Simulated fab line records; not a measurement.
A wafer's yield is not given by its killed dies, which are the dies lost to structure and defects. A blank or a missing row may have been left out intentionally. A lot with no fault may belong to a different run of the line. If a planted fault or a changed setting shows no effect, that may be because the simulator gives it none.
fab line records | flow sky130
record lots=6 | wafers=18 | lastDay=50
route steps=708 shown METAL1@446 VIA1@458
lots that met no fault: from a run of the same line without faults
startH: the number of hours between the record's first day and the start of the first shown wafer of the lot | waitH: hours from the lot's prior step to this one | " repeats the value in the row above | L1.1+2: several wafers, shown together as one row | - no value, or no start was given | * or withheld: withheld | < > ~ a bound
route shown NAME@n: NAME is a module with steps in the file, n the number in the route of the first one | usual: mean/standard deviation taken from wafers without a fault | same: alike in all rows | chamber/n: place in a boat | sites: readings site by site | _std_site: the standard deviation of these | _edge_site: outer sites' mean less inner sites' | radiusMm: how far each site lies from the wafer's centre | mask NAME#n: copy n | behind: the tool/chamber that last shaped the wafer | hold: the reason the lot was held/the length of the hold in hours/how it ended | device: names the non-switching transistor (n, p or np) | end of line: tests run on the same wafers once the route is complete | for a step that has no rows: nothing shown but its recipe | killed: dies lost to structure and defects at the first sort, not the wafer's yield | map: shows each die of a wafer: x if killed, . if not, _ if none is there
set.NAME: the setting as run; set.NAME@STEP: as run at that earlier step | model.NAME: the simulator's own value behind a step, which no gauge read
lots at selected steps of the route; one table per step, one row per wafer
services: a tool's chamber out of use, with start hour (startH, from the record's first day; less than 0 if before it), hours out, and reason
## steps
# step SKY_METAL1_EXPOSE_12
# recipe maskId=MM1 | na=0.8 | sourceShape=annular | sigmaInner=0.55 | sigmaOuter=0.85 | targetCdNm=140 | doseMj=28
# step SKY_METAL1_PEB_13
# recipe pebTempC=withheld | pebTimeS=withheld | resist=KrF-thick
# step SKY_METAL1_DEVELOP_14
# recipe developTimeS=60 | resist=KrF-thick | devTempC=21
# step SKY_METAL1_CD_MEAS_15
# recipe targetCdNm=140
# usual cdNm=140.1/1.3
lot.wafer | tool     | chamber | startH | waitH | cdNm
L436.3    | cdSem-01 | -       | 853.68 | -     | 138.4
L436.4    | "        | -       | "      | "     | 140.0
L436.6    | "        | -       | "      | "     | 139.6
L437.3    | cdSem-01 | -       | 858.80 | -     | 138.9
L437.5    | "        | -       | "      | "     | 139.7
L437.6    | "        | -       | "      | "     | 139.0
L440.1    | cdSem-01 | -       | 880.04 | -     | 141.1
L440.4    | "        | -       | "      | "     | 141.4
L440.5    | "        | -       | "      | "     | 140.4
L441.2    | cdSem-01 | -       | 881.34 | -     | 142.6
L441.3    | "        | -       | "      | "     | 141.3
L441.6    | "        | -       | "      | "     | 141.9
L442.3    | cdSem-02 | -       | 886.63 | -     | 137.8
L442.4    | "        | -       | "      | "     | 139.7
L442.5    | "        | -       | "      | "     | 139.9
L449.1    | cdSem-02 | -       | 934.19 | -     | 140.3
L449.3    | "        | -       | "      | "     | 141.5
L449.4    | "        | -       | "      | "     | 139.5
# step SKY_METAL1_OVL_MEAS_16
# usual METAL1_OVL=-1/6.4
lot.wafer | tool       | chamber | startH | waitH | METAL1_OVL[nm]
L436.3    | overlay-02 | -       | 853.77 | 0.1   | -1
L436.4    | "          | -       | "      | "     | 8
L436.6    | "          | -       | "      | "     | 2
L437.3    | overlay-01 | -       | 858.90 | 0.1   | -1
L437.5    | "          | -       | "      | "     | -2
L437.6    | "          | -       | "      | "     | 4
L440.1    | overlay-02 | -       | 880.16 | 0.1   | 2
L440.4    | "          | -       | "      | "     | -1
L440.5    | "          | -       | "      | "     | 6
L441.2    | overlay-02 | -       | 881.44 | 0.1   | -7
L441.3    | "          | -       | "      | "     | -18
L441.6    | "          | -       | "      | "     | -8
L442.3    | overlay-01 | -       | 886.73 | 0.1   | 2
L442.4    | "          | -       | "      | "     | -6
L442.5    | "          | -       | "      | "     | -1
L449.1    | overlay-02 | -       | 934.31 | 0.1   | -10
L449.3    | "          | -       | "      | "     | -8
L449.4    | "          | -       | "      | "     | -10
# step SKY_METAL1_DESCUM_17
# recipe chemistry=O2 | sourcePowerW=150 | biasPowerW=0 | pressureMtorr=10 | tempC=40 | timeS=8
# usual drypumpMotorCurrentA=5.82/0.29 | oesProductAu=0.996/0.013
lot.wafer | tool        | chamber | startH | waitH | drypumpMotorCurrentA | oesProductAu | rfHoursCounterH
L436.3    | rieMetal-01 | 1       | 853.82 | 0.0   | 6.04                 | 0.999        | -
L436.4    | "           | 1       | "      | "     | 6.04                 | 0.989        | -
L436.6    | "           | 1       | "      | "     | 6.03                 | 0.994        | -
L437.3    | rieMetal-02 | 0       | 858.94 | 0.0   | 6.29                 | 0.993        | -
L437.5    | "           | 0       | "      | "     | 6.29                 | 0.994        | -
L437.6    | "           | 1       | "      | "     | 5.57                 | 1.011        | -
L440.1    | rieMetal-02 | 1       | 880.20 | 0.0   | 5.57                 | 1.015        | 14
L440.4    | "           | 1       | "      | "     | 5.57                 | 1.006        | -
L440.5    | "           | 0       | "      | "     | 6.31                 | 0.990        | -
L441.2    | rieMetal-02 | 1       | 881.47 | 0.0   | 5.58                 | 1.014        | 15
L441.3    | "           | 1       | "      | "     | 5.58                 | 1.012        | -
L441.6    | "           | 1       | "      | "     | 5.56                 | 1.009        | -
L442.3    | rieMetal-04 | 1       | 886.76 | 0.0   | 5.71                 | 0.979        | -
L442.4    | "           | 0       | "      | "     | 5.68                 | 0.996        | -
L442.5    | "           | 0       | "      | "     | 5.69                 | 0.996        | -
L449.1    | rieMetal-01 | 0       | 934.35 | 0.0   | 5.47                 | 1.016        | 2
L449.3    | "           | 1       | "      | "     | 6.04                 | 0.989        | -
L449.4    | "           | 0       | "      | "     | 5.46                 | 1.009        | -
# step SKY_METAL1_ETCH_18
# recipe chemistry=N2/H2 | target=BARC | ionEnergyEv=200 | biasW=100 | pressureMtorr=30 | n2FlowSccm=100 | h2FlowSccm=200 | icpW=500 | stopOn=SiO2 | timeS=45.9 | targetDepthA=600
# usual biasW=99.9/0.3 | drypumpMotorCurrentA=5.83/0.29 | oesProductAu=0.855/0.0047 | throttleValvePct=13.226/0.0089
lot.wafer | tool        | chamber | startH | waitH | biasW | drypumpMotorCurrentA | oesProductAu | rfHoursCounterH | throttleValvePct
L436.3    | rieMetal-01 | 1       | 853.90 | 0.1   | 99.7  | 6.05                 | 0.850        | -               | 13.219
L436.4    | "           | 1       | "      | "     | 99.9  | 6.05                 | 0.856        | -               | 13.231
L436.6    | "           | 1       | "      | "     | 100.2 | 6.05                 | 0.857        | -               | 13.214
L437.3    | rieMetal-02 | 0       | 858.99 | 0.0   | 99.9  | 6.32                 | 0.859        | -               | 13.230
L437.5    | "           | 0       | "      | "     | 99.7  | 6.32                 | 0.860        | -               | 13.225
L437.6    | "           | 1       | "      | "     | 100.2 | 5.56                 | 0.861        | -               | 13.222
L440.1    | rieMetal-02 | 1       | 880.23 | 0.0   | 100.0 | 5.56                 | 0.860        | 14              | 13.226
L440.4    | "           | 1       | "      | "     | 100.0 | 5.57                 | 0.854        | -               | 13.226
L440.5    | "           | 0       | "      | "     | 99.9  | 6.31                 | 0.851        | -               | 13.239
L441.2    | rieMetal-02 | 1       | 881.50 | 0.0   | 99.7  | 5.58                 | 0.859        | 15              | 13.234
L441.3    | "           | 1       | "      | "     | 100.2 | 5.58                 | 0.847        | -               | 13.232
L441.6    | "           | 1       | "      | "     | 100.2 | 5.58                 | 0.854        | -               | 13.221
L442.3    | rieMetal-04 | 1       | 886.80 | 0.0   | 99.5  | 5.73                 | 0.855        | -               | 13.216
L442.4    | "           | 0       | "      | "     | 100.0 | 5.70                 | 0.857        | -               | 13.227
L442.5    | "           | 0       | "      | "     | 99.5  | 5.70                 | 0.856        | -               | 13.222
L449.1    | rieMetal-01 | 0       | 934.38 | 0.0   | 100.2 | 5.48                 | 0.861        | 2               | 13.215
L449.3    | "           | 1       | "      | "     | 99.7  | 6.04                 | 0.856        | -               | 13.209
L449.4    | "           | 0       | "      | "     | 99.9  | 5.51                 | 0.856        | -               | 13.232
# step SKY_METAL1_METAL_ETCH_19
# recipe targetDepthA=3600 | stopOn=SiO2 | overEtchFrac=0.3 | timeS=78 | chemistry=Cl2/BCl3 | resistSidewallDeg=88 | pressureMtorr=10 | icpW=900 | biasW=48.5 | Cl2_flow_sccm=60 | bcl3FlowSccm=30
# usual biasW=48.48/0.15 | drypumpMotorCurrentA=5.82/0.29 | mfcCl2Sccm=60.00/0.16 | oesProductAu=0.853/0.0064 | throttleValvePct=22.265/0.0094
lot.wafer | tool        | chamber | startH | waitH | biasW | drypumpMotorCurrentA | mfcCl2Sccm | oesProductAu | rfHoursCounterH | throttleValvePct
L436.3    | rieMetal-01 | 1       | 854.05 | 0.1   | 48.32 | 6.03                 | 60.07      | 0.849        | -               | 22.248
L436.4    | "           | 1       | "      | "     | 48.36 | 6.03                 | 60.11      | 0.863        | -               | 22.257
L436.6    | "           | 1       | "      | "     | 48.32 | 6.03                 | 59.81      | 0.848        | -               | 22.283
L437.3    | rieMetal-02 | 0       | 859.09 | 0.1   | 48.47 | 6.30                 | 60.16      | 0.851        | -               | 22.265
L437.5    | "           | 0       | "      | "     | 48.36 | 6.31                 | 60.15      | 0.845        | -               | 22.262
L437.6    | "           | 1       | "      | "     | 48.33 | 5.57                 | 59.95      | 0.853        | -               | 22.264
L440.1    | rieMetal-02 | 1       | 880.29 | 0.0   | 48.31 | 5.56                 | 60.03      | 0.842        | 15              | 22.270
L440.4    | "           | 1       | "      | "     | 48.45 | 5.54                 | 60.12      | 0.850        | -               | 22.266
L440.5    | "           | 0       | "      | "     | 48.44 | 6.29                 | 59.85      | 0.848        | -               | 22.252
L441.2    | rieMetal-02 | 1       | 881.57 | 0.0   | 48.49 | 5.58                 | 60.23      | 0.858        | 15              | 22.275
L441.3    | "           | 1       | "      | "     | 48.56 | 5.58                 | 59.82      | 0.849        | -               | 22.260
L441.6    | "           | 1       | "      | "     | 48.56 | 5.56                 | 59.94      | 0.850        | -               | 22.262
L442.3    | rieMetal-04 | 1       | 886.87 | 0.1   | 48.64 | 5.75                 | 59.86      | 0.844        | -               | 22.258
L442.4    | "           | 0       | "      | "     | 48.40 | 5.70                 | 59.87      | 0.848        | -               | 22.267
L442.5    | "           | 0       | "      | "     | 48.61 | 5.69                 | 59.80      | 0.848        | -               | 22.257
L449.1    | rieMetal-01 | 0       | 934.44 | 0.0   | 48.55 | 5.48                 | 60.19      | 0.850        | 2               | 22.257
L449.3    | "           | 1       | "      | "     | 48.55 | 6.01                 | 59.79      | 0.851        | -               | 22.269
L449.4    | "           | 0       | "      | "     | 48.74 | 5.47                 | 59.97      | 0.848        | -               | 22.266
# step SKY_METAL1_STRIP_20
# recipe chemistry=O2/N2 | powerW=1400 | pressureMtorr=1500 | platenTempC=withheld | o2FlowSccm=3000 | n2FlowSccm=300 | overashFraction=0.5
# usual drypumpMotorCurrentA=5.7/0.34 | oesProductAu=0.344/0.0051 | stripTimeToEndpointS=2.73/0.058
lot.wafer | tool           | chamber | startH | waitH | drypumpMotorCurrentA | oesProductAu | rfHoursCounterH | stripTimeToEndpointS
L436.3    | plasmaAsher-01 | 1       | 854.20 | 0.1   | 5.7                  | 0.344        | -               | 2.83
L436.4    | "              | 0       | "      | "     | 5.2                  | 0.345        | -               | 2.80
L436.6    | "              | 1       | "      | "     | 5.7                  | 0.346        | -               | 2.77
L437.3    | plasmaAsher-04 | 1       | 859.20 | 0.1   | 6.3                  | 0.332        | -               | 2.71
L437.5    | "              | 0       | "      | "     | 6.0                  | 0.348        | -               | 2.72
L437.6    | "              | 1       | "      | "     | 6.3                  | 0.337        | -               | 2.64
L440.1    | plasmaAsher-03 | 0       | 880.38 | 0.1   | 5.6                  | 0.332        | 44              | 2.70
L440.4    | "              | 1       | "      | "     | 5.7                  | 0.337        | -               | 2.65
L440.5    | "              | 1       | "      | "     | 5.7                  | 0.342        | -               | 2.71
L441.2    | plasmaAsher-01 | 1       | 881.66 | 0.1   | 5.7                  | 0.335        | 14              | 2.68
L441.3    | "              | 1       | "      | "     | 5.7                  | 0.335        | -               | 2.67
L441.6    | "              | 1       | "      | "     | 5.7                  | 0.346        | -               | 2.68
L442.3    | plasmaAsher-04 | 1       | 886.97 | 0.1   | 6.4                  | 0.354        | -               | 2.81
L442.4    | "              | 0       | "      | "     | 5.9                  | 0.349        | -               | 2.78
L442.5    | "              | 0       | "      | "     | 6.0                  | 0.348        | -               | 2.76
L449.1    | plasmaAsher-04 | 1       | 934.53 | 0.1   | 6.3                  | 0.342        | 84              | 2.70
L449.3    | "              | 0       | "      | "     | 5.9                  | 0.348        | -               | 2.84
L449.4    | "              | 1       | "      | "     | 6.3                  | 0.346        | -               | 2.68
# step SKY_METAL1_STRIP_21
# recipe chemistry=postEtchResidueRemover | timeS=1200 | tempC=72.5
# step SKY_METAL1_CLEAN_22
# recipe chemistry=IPA | timeS=180 | tempC=25
# step SKY_METAL1_CLEAN_23
# recipe chemistry=O3/DIW | dry=n2Spin
# step SKY_VIA1_HDPCVD_00
# recipe material=SiO2 | targetThkNm=1030 | sigmaOpenFrac=0.3 | timeS=171.7 | tempC=400 | sih4FlowSccm=60 | pressureMtorr=6
# usual runLengthS=199.6/0.43
lot.wafer | tool      | chamber | startH | waitH | runLengthS | model.SiO2_of_VIA1_HDPCVD_00.thkNm
L436.3    | hdpcvd-02 | 1       | 854.82 | 0.1   | 199.3      | 1020
L436.4    | "         | 0       | "      | "     | 199.6      | 1022
L436.6    | "         | 0       | "      | "     | 199.5      | 1008
L437.3    | hdpcvd-01 | 2       | 859.86 | 0.0   | 200.3      | 1029
L437.5    | "         | 1       | "      | "     | 198.6      | 1023
L437.6    | "         | 2       | "      | "     | 200.7      | 1022
L440.1    | hdpcvd-02 | 1       | 880.98 | 0.0   | 199.3      | 1010
L440.4    | "         | 0       | "      | "     | 199.5      | 1022
L440.5    | "         | 0       | "      | "     | 199.4      | 1017
L441.2    | hdpcvd-01 | 1       | 882.25 | 0.0   | 198.6      | 1030
L441.3    | "         | 2       | "      | "     | 174.5      | 871.6
L441.6    | "         | 0       | "      | "     | 199.6      | 1022
L442.3    | hdpcvd-01 | 0       | 887.53 | 0.0   | 200.0      | 1011
L442.4    | "         | 1       | "      | "     | 199.2      | 1010
L442.5    | "         | 2       | "      | "     | 174.9      | 870.4
L449.1    | hdpcvd-02 | 0       | 935.13 | 0.0   | 199.5      | 1026
L449.3    | "         | 1       | "      | "     | 199.4      | 1025
L449.4    | "         | 0       | "      | "     | 199.7      | 1013
# step SKY_VIA1_THK_MEAS_01
# recipe reads=SiO2_of_VIA1_HDPCVD_00
# usual VIA1_HDPCVD_THK=1022/9.7
lot.wafer | tool         | chamber | startH | waitH | VIA1_HDPCVD_THK[nm]
L436.3    | filmMetro-03 | -       | 854.95 | 0.1   | 1021
L436.4    | "            | -       | "      | "     | 1022
L436.6    | "            | -       | "      | "     | 1008
L437.3    | filmMetro-04 | -       | 860.00 | 0.1   | 1030
L437.5    | "            | -       | "      | "     | 1022
L437.6    | "            | -       | "      | "     | 1023
L440.1    | filmMetro-01 | -       | 881.14 | 0.1   | 1010
L440.4    | "            | -       | "      | "     | 1023
L440.5    | "            | -       | "      | "     | 1017
L441.2    | filmMetro-04 | -       | 882.37 | 0.1   | 1030
L441.3    | "            | -       | "      | "     | 870
L441.6    | "            | -       | "      | "     | 1022
L442.3    | filmMetro-04 | -       | 887.66 | 0.1   | 1011
L442.4    | "            | -       | "      | "     | 1010
L442.5    | "            | -       | "      | "     | 870
L449.1    | filmMetro-01 | -       | 935.29 | 0.1   | 1026
L449.3    | "            | -       | "      | "     | 1025
L449.4    | "            | -       | "      | "     | 1013
# step SKY_VIA1_CMP_02
# recipe material=SiO2 | downForcePsi=4 | platenRpm=60 | padVelocityMS=0.94248
# usual motorCurrentA=12.1/0.8 | slurryFlowMlMin=150.1/0.53
lot.wafer | tool   | chamber | startH | waitH | motorCurrentA | slurryFlowMlMin
L436.3    | cmp-01 | 3       | 855.04 | 0.1   | 12.0          | 149.5
L436.4    | "      | 1       | "      | "     | 12.1          | 150.4
L436.6    | "      | 3       | "      | "     | 12.6          | 149.6
L437.3    | cmp-01 | 0       | 860.24 | 0.2   | 11.7          | 149.0
L437.6    | "      | 2       | "      | "     | 11.8          | 149.2
L437.5    | "      | 3       | "      | "     | 12.2          | 151.0
L440.1    | cmp-02 | 1       | 881.30 | 0.1   | 14.0          | 150.2
L440.4    | "      | 2       | "      | "     | 12.2          | 149.6
L440.5    | "      | 0       | "      | "     | 10.9          | 149.1
L441.2    | cmp-02 | 0       | 882.42 | 0.0   | 11.7          | 150.2
L441.3    | "      | 3       | "      | "     | 10.9          | 150.0
L441.6    | "      | 1       | "      | "     | 14.3          | 150.1
L442.3    | cmp-02 | 2       | 887.95 | 0.3   | 11.7          | 150.9
L442.4    | "      | 3       | "      | "     | 10.8          | 150.1
L442.5    | "      | 0       | "      | "     | 11.6          | 150.2
L449.1    | cmp-01 | 1       | 935.35 | 0.1   | 12.5          | 150.8
L449.4    | "      | 2       | "      | "     | 11.5          | 150.4
L449.3    | "      | 3       | "      | "     | 13.0          | 150.5
## services
tool           | chamber | startH | hours | kind
rieMetal-04    | 0       | 835.86 | -     | clean
rieMetal-04    | 0       | 835.86 | 14.4  | scheduledDown
rieMetal-04    | 0       | 835.86 | 14.4  | ventCycle
rieMetal-01    | 0       | 845.67 | -     | clean
rieMetal-01    | 0       | 845.67 | 27.9  | scheduledDown
rieMetal-01    | 0       | 845.67 | 27.9  | ventCycle
hdpcvd-02      | 2       | 846.09 | 173.0 | repair
cmp-01         | -       | 851.24 | 1.2   | repair
hdpcvd-02      | 1       | 860.43 | 11.6  | repair
hdpcvd-02      | -       | 860.62 | 1.4   | repair
hdpcvd-01      | -       | 860.95 | 0.9   | repair
rieMetal-01    | -       | 863.29 | 14.6  | pm
rieMetal-02    | -       | 868.90 | 0.4   | repair
rieMetal-01    | -       | 877.89 | 2.8   | pm
cmp-01         | -       | 912.36 | 4.0   | pm
hdpcvd-01      | -       | 914.87 | 0.3   | repair
cmp-01         | -       | 916.36 | -     | consumableReplace:conditioner
cmp-01         | -       | 916.36 | -     | consumableReplace:pad
rieMetal-02    | 1       | 918.89 | -     | clean
rieMetal-02    | 1       | 918.89 | 18.0  | scheduledDown
rieMetal-02    | 1       | 918.89 | 18.0  | ventCycle
hdpcvd-01      | 2       | 926.79 | 8.2   | repair
plasmaAsher-03 | -       | 932.40 | 6.3   | repair
## key
firstSign step=SKY_VIA1_HDPCVD_00 | reading=runLengthS | direction=down | sigmas=58 | usual=* | struck=*
effect step=SKY_VIA1_THK_MEAS_01 | reading=VIA1_HDPCVD_THK | direction=down | sigmas=16 | usual=1022 | struck=870
modelEffect step=SKY_VIA1_HDPCVD_00 | value=SiO2_of_VIA1_HDPCVD_00.thkNm | without=1023 | struck=871
metAt SKY_VIA1_HDPCVD_00
struckWafers L441.3,L442.5
onsetBetween 859.86 882.25
fault kind=processParameterDrift | tool=hdpcvd-01 | chamber=2 | onsetH=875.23 | steps=SKY_VIA1_HDPCVD_00 | channel=timeS | offset=* | shape=step | endH=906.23 | actsIn=* | stated=*
